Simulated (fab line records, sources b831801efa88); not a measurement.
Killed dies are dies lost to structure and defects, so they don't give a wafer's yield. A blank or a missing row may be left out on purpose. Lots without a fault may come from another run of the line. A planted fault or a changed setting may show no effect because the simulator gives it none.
Chamber matching | flow sky130 | SKY_FIELD_ISO_CMP_27 on cmp-02: 4 sister chambers
The step polishes, stops on Si3N4, t overpolish 16 s, target thk 457.8 nm. 4 wafers are shown with their chamber, then 9 later ones without.

WAFERS WITH THEIR CHAMBER
wafer  | chamber | motor_current_A (A)
L480.1 | 1       | 11.1
L481.3 | 0       | 11.9
L481.4 | 2       | 11.4
L481.5 | 3       | 12.8

WAFERS WITHOUT THEIR CHAMBER
wafer  | motor_current_A (A)
L482.2 | 12.4
L482.3 | 11.6
L482.6 | 12.4
L483.1 | 11.6
L483.5 | 12.1
L483.6 | 12.0
L484.2 | 11.5
L484.5 | 11.9
L484.6 | 11.9

WHICH CHAMBER EACH WENT THROUGH
wafer  | from the rows above          | in truth
L482.2 | can't be placed: 3 or 0      | 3
L482.3 | can't be placed: 2 or 0 or 1 | 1
L482.6 | can't be placed: 3 or 0      | 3
L483.1 | can't be placed: 2 or 0 or 1 | 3
L483.5 | 0                            | 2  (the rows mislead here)
L483.6 | 0                            | 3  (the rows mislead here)
L484.2 | can't be placed: 2 or 0 or 1 | 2
L484.5 | 0                            | 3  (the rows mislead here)
L484.6 | 0                            | 0
Placed correctly: 1 of 9. Can't be placed from these rows: 5 (the true chamber is among the candidates in 4). Placed wrongly: 3.
How it was worked out, from the rows above alone: a wafer's distance from a chamber is the root of the sum, over the readings, of the square of ((its reading less the chamber's mean) divided by the reading's scatter). The wafer belongs to the nearest chamber; if the next one is less than 2 further off, it can't be placed. A chamber's mean is the mean of its shown wafers. The scatter: with one shown wafer a chamber, the root of the mean of the squares of how far each hidden wafer lies from its nearest shown one.
